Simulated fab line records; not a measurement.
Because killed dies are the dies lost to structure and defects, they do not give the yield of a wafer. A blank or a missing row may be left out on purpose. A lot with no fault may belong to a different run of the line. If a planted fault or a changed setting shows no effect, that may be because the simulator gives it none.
fab line records | flow sky130
record: lots: 13 wafers: 39 last_day: 50
route steps=708 shown POLY_CUT@319 SD_N@348
lots that met no fault: from a run of the same line without faults
start_h: hours from the record's opening day to when the first of the lot's shown wafers began | wait_h: how many hours have passed since the lot's step before this one | " same as the row above | L1.1+2: a row that stands for several wafers | - no value, or no start was given | * or withheld: withheld | < > ~ a bound
route shown NAME@n: NAME is a module with steps in the file, n the number in the route of the first one | usual: mean/standard deviation taken from wafers without a fault | same: alike in all rows | chamber/n: place in a boat | sites: the reading at each site | _std_site: the values' standard deviation | _edge_site: inner sites' mean taken away from outer sites' mean | radius_mm: how far each site lies from the wafer's centre | mask NAME#n: copy n | behind: the tool/chamber that last shaped the wafer | hold: why the lot went on hold/how many hours it stayed there/how the hold came to an end | device: whichever transistor did not switch (one of n, p or np) | end of line: the route-end tests of the same wafers | step lacking rows: just its recipe | killed: dies lost to structure and defects at the first sort, not the wafer's yield | map: per-die view of a wafer (x killed, . not killed, _ where there is no die)
set.NAME: the setting the step ran with; set.NAME@STEP: the setting that earlier step ran with | model.NAME: the simulator's own value behind a step, which no gauge read
a sample of lots followed through the steps of the route, with each step as a table and each wafer as a row
services: when a tool's chamber went out of use (start_h, in hours from the record's first day, below 0 if earlier), for how many hours, and the reason
== steps ==
step: SKY_POLY_CUT_STRIP_12
recipe: chemistry: O2/N2 power_w: 1400 pressure_mtorr: 1500 platen_temp_c: withheld o2_flow_sccm: 3000 n2_flow_sccm: 300 overash_fraction: 0.5
usual: drypump_motor_current_A: 5.9/0.44 oes_product_au: 0.452/0.0044 strip_time_to_endpoint_s: 5.362/0.017
columns lot.wafer tool chamber start_h wait_h drypump_motor_current_A oes_product_au rf_hours_counter_h strip_time_to_endpoint_s
L722.2 plasma_asher-01 0 539.86 0.0 5.6 0.456 84 5.385
L722.4 " 0 " " 5.6 0.457 - 5.381
L722.6 " 0 " " 5.6 0.448 - 5.348
L723.2 plasma_asher-01 1 552.26 0.0 6.6 0.454 85 5.348
L723.3 " 1 " " 6.6 0.447 - 5.331
L723.6 " 1 " " 6.6 0.447 - 5.342
L726.1 plasma_asher-01 1 586.23 0.0 6.6 0.450 89 5.400
L726.2 " 0 " " 5.6 0.454 89 5.380
L726.6 " 1 " " 6.6 0.459 - 5.391
L727.2 plasma_asher-02 0 587.96 0.0 6.0 0.456 79 5.351
L727.4 " 0 " " 6.0 0.448 - 5.376
L727.5 " 0 " " 6.0 0.452 - 5.351
L728.1 plasma_asher-02 1 597.43 0.0 6.1 0.451 80 5.347
L728.3 " 1 " " 6.1 0.458 - 5.369
L728.6 " 0 " " 6.0 0.454 - 5.352
L729.3 plasma_asher-02 1 614.76 0.1 6.1 0.446 - 5.362
L729.4 " 0 " " 6.0 0.454 - 5.365
L729.5 " 1 " " 6.1 0.454 - 5.383
L731.2 plasma_asher-01 0 628.78 0.0 5.5 0.441 93 5.365
L731.3 " 0 " " 5.5 0.453 - 5.361
L731.4 " 1 " " 6.6 0.448 - 5.365
L737.2 plasma_asher-01 1 706.48 0.0 6.6 0.462 101 5.335
L737.5 " 1 " " 6.6 0.445 - 5.351
L737.6 " 0 " " 5.6 0.458 - 5.357
L736.3 plasma_asher-01 1 707.84 0.1 6.6 0.453 - 5.379
L736.4 " 0 " " 5.6 0.459 - 5.364
L736.6 " 1 " " 6.6 0.455 - 5.369
L739.1 plasma_asher-01 1 724.30 0.0 6.6 0.452 102 5.379
L739.5 " 0 " " 5.6 0.451 - 5.367
L739.6 " 1 " " 6.6 0.449 - 5.361
L741.1 plasma_asher-02 1 736.03 0.0 6.1 0.459 93 5.357
L741.5 " 1 " " 6.1 0.446 - 5.381
L741.6 " 0 " " 6.0 0.447 - 5.366
L743.1 plasma_asher-03 0 752.43 0.0 5.2 0.462 60 5.342
L743.3 " 0 " " 5.2 0.458 - 5.368
L743.4 " 1 " " 5.5 0.449 - 5.335
L745.1 plasma_asher-03 0 758.48 0.0 5.2 0.460 61 5.372
L745.3 " 0 " " 5.2 0.450 - 5.355
L745.6 " 1 " " 5.6 0.446 - 5.363
step: SKY_SD_N_DEVELOP_06
recipe: resist: NOVOLAK developer: TMAH develop_time_s: 60 dev_temp_c: 23
columns lot.wafer tool chamber start_h wait_h
L722.2+4+6 litho_track-03 0 626.06 0.1
L723.2+3+6 litho_track-03 0 640.01 0.1
L726.1+2+6 litho_track-04 0 672.43 0.1
L727.2+4+5 litho_track-03 0 674.06 0.1
L728.1+3+6 litho_track-04 0 681.78 0.1
L729.3+4+5 litho_track-02 0 697.62 0.1
L731.2+3+4 litho_track-04 0 712.01 0.1
L737.2+5+6 litho_track-04 0 788.31 0.1
L736.3+4+6 litho_track-04 0 789.58 0.1
L739.1+5+6 litho_track-02 0 802.97 0.1
L741.1+5+6 litho_track-02 0 815.47 0.1
L743.1+3+4 litho_track-03 0 829.48 0.1
L745.1+3+6 litho_track-02 0 837.42 0.1
step: SKY_SD_N_CD_MEAS_07
recipe: target_cd_nm: 380
usual: cd_nm: 380.0/2.3
columns lot.wafer tool chamber start_h wait_h hold cd_nm
L722.2 cd_sem-02 - 626.38 0.3 - 381.3
L722.4 " - " " - 382.2
L722.6 " - " " - 380.1
L723.2 cd_sem-01 - 640.15 0.1 - 384.5
L723.3 " - " " - 383.9
L723.6 " - " " - 384.0
L726.1 cd_sem-01 - 672.58 0.1 - 378.1
L726.2 " - " " - 376.0
L726.6 " - " " - 378.9
L727.2 cd_sem-02 - 674.29 0.2 - 383.4
L727.4 " - " " - 382.8
L727.5 " - " " - 382.4
L728.1 cd_sem-01 - 681.93 0.1 - 381.1
L728.3 " - " " - 384.0
L728.6 " - " " - 382.6
L729.3 cd_sem-01 - 697.76 0.1 - 379.6
L729.4 " - " " - 375.4
L729.5 " - " " - 378.1
L731.2 cd_sem-01 - 712.22 0.2 - 383.5
L731.3 " - " " - 383.4
L731.4 " - " " - 381.4
L737.2 cd_sem-01 - 788.45 0.1 await_dispo/0.2h/release 258.8
L737.5 " - " " await_dispo/0.2h/release 261.3
L737.6 " - " " await_dispo/0.2h/release 257.2
L737.2 cd_sem-01 - 788.74 0.3 - 259.1
L737.5 " - " " - 261.0
L737.6 " - " " - 257.1
L736.3 cd_sem-02 - 789.72 0.1 await_dispo/0.2h/release 258.8
L736.4 " - " " await_dispo/0.2h/release 262.6
L736.6 " - " " await_dispo/0.2h/release 260.5
L736.3 cd_sem-02 - 790.14 0.4 - 258.7
L736.4 " - " " - 262.9
L736.6 " - " " - 260.5
L739.1 cd_sem-02 - 803.12 0.1 - 376.9
L739.5 " - " " - 376.2
L739.6 " - " " - 377.5
L741.1 cd_sem-01 - 815.62 0.1 - 381.4
L741.5 " - " " - 381.5
L741.6 " - " " - 380.9
L743.1 cd_sem-02 - 829.63 0.1 - 380.9
L743.3 " - " " - 379.4
L743.4 " - " " - 378.4
L745.1 cd_sem-02 - 837.57 0.1 - 382.1
L745.3 " - " " - 381.8
L745.6 " - " " - 379.9
step: SKY_SD_N_OVL_MEAS_08
usual: SD_N_OVL: -1.1/1.3
columns lot.wafer tool chamber start_h wait_h SD_N_OVL[nm]
L722.2 overlay-02 - 626.49 0.1 -0.2
L722.4 " - " " -1.7
L722.6 " - " " -1.1
L723.2 overlay-02 - 640.26 0.1 -2.0
L723.3 " - " " -2.4
L723.6 " - " " -1.2
L726.1 overlay-01 - 672.70 0.1 -1.5
L726.2 " - " " -1.7
L726.6 " - " " -2.2
L727.2 overlay-02 - 674.40 0.1 -2.6
L727.4 " - " " -1.5
L727.5 " - " " -0.8
L728.1 overlay-01 - 682.05 0.1 -3.3
L728.3 " - " " -4.2
L728.6 " - " " -3.6
L729.3 overlay-01 - 697.86 0.1 -2.0
L729.4 " - " " -1.3
L729.5 " - " " -2.2
L731.2 overlay-02 - 712.33 0.1 -0.7
L731.3 " - " " -1.2
L731.4 " - " " 1.6
L739.1 overlay-01 - 803.24 0.1 -2.0
L739.5 " - " " -1.0
L739.6 " - " " -1.3
L741.1 overlay-01 - 815.74 0.1 0.0
L741.5 " - " " -0.4
L741.6 " - " " -0.9
L743.1 overlay-02 - 829.75 0.1 -0.3
L743.3 " - " " -1.8
L743.4 " - " " -1.0
L745.1 overlay-01 - 837.69 0.1 -0.1
L745.3 " - " " 0.5
L745.6 " - " " 1.4
step: SKY_SD_N_RTA_14
recipe: temp_c: 1075 time_s: 2 idle_temp_c: 650 ramp_up_c_per_s: 150 ramp_down_c_per_s: 90 ambient: N2
usual: lamp_power_pct: 15.74/0.049 wafer_temp_C_max: 1078.3/1.4
columns lot.wafer tool chamber start_h wait_h lamp_power_pct wafer_temp_C_max
L722.2 rtp_anneal-01 0 627.04 0.0 15.68 1076.2
L722.4 " 0 " " 15.60 1077.0
L722.6 " 0 " " 15.81 1078.0
L723.2 rtp_anneal-02 0 640.81 0.0 15.72 1077.2
L723.3 " 0 " " 15.70 1078.5
L723.6 " 0 " " 15.65 1080.6
L726.1 rtp_anneal-01 0 673.25 0.0 15.73 1077.4
L726.2 " 0 " " 15.72 1078.4
L726.6 " 0 " " 15.74 1077.4
L727.2 rtp_anneal-02 0 674.95 0.0 15.77 1079.5
L727.4 " 0 " " 15.70 1076.7
L727.5 " 0 " " 15.71 1077.7
L728.1 rtp_anneal-01 0 682.60 0.0 15.79 1078.0
L728.3 " 0 " " 15.77 1076.0
L728.6 " 0 " " 15.80 1077.4
L729.3 rtp_anneal-02 0 698.41 0.0 15.65 1079.7
L729.4 " 0 " " 15.68 1078.5
L729.5 " 0 " " 15.66 1078.4
L731.2 rtp_anneal-02 0 712.88 0.0 15.77 1078.2
L731.3 " 0 " " 15.74 1077.1
L731.4 " 0 " " 15.77 1077.3
L739.1 rtp_anneal-02 0 803.79 0.0 15.76 1079.5
L739.5 " 0 " " 15.70 1078.3
L739.6 " 0 " " 15.68 1076.9
L741.1 rtp_anneal-02 0 816.29 0.0 15.75 1079.6
L741.5 " 0 " " 15.77 1075.4
L741.6 " 0 " " 15.76 1079.1
L743.1 rtp_anneal-01 0 830.30 0.0 15.82 1079.5
L743.3 " 0 " " 15.81 1080.4
L743.4 " 0 " " 15.75 1077.5
L745.1 rtp_anneal-01 0 838.24 0.0 15.68 1077.3
L745.3 " 0 " " 15.72 1075.8
L745.6 " 0 " " 15.69 1079.8
== services ==
columns tool chamber start_h hours kind
rtp_anneal-02 - 526.19 68.0 pm
plasma_asher-03 - 539.56 0.6 repair
plasma_asher-03 - 582.69 2.8 pm
plasma_asher-02 - 592.69 4.0 repair
plasma_asher-01 - 697.61 1.4 repair
plasma_asher-01 - 733.75 9.0 pm
plasma_asher-01 0 733.75 9.0 vent_cycle
plasma_asher-01 1 733.75 9.0 vent_cycle
plasma_asher-01 0 742.75 - clean
plasma_asher-01 1 742.75 - clean
plasma_asher-02 - 743.12 15.6 pm
plasma_asher-01 - 780.32 0.9 repair
plasma_asher-03 - 826.88 6.9 repair
== key ==
first_sign: step: SKY_SD_N_CD_MEAS_07 reading: visit direction: added
effect: step: SKY_SD_N_CD_MEAS_07 reading: cd_nm direction: down sigmas: 53 usual: 380.0 struck: 259.9
met_at SKY_SD_N_DEVELOP_06
struck_lots L736,L737
scrapped_behind SKY_SD_N_CD_MEAS_07 L736.3,L736.4,L736.6,L737.2,L737.5,L737.6
not_acting_at SKY_POLY_CUT_STRIP_12,SKY_SD_N_OVL_MEAS_08,SKY_SD_N_RTA_14
onset_between 712.01 788.31
fault: kind: process_parameter_drift tool: litho_track-04 chamber: - onset_h: 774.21 steps: SKY_SD_N_DEVELOP_06 channel: develop_time_s offset: * shape: step end_h: 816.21 acts_in: * stated: *
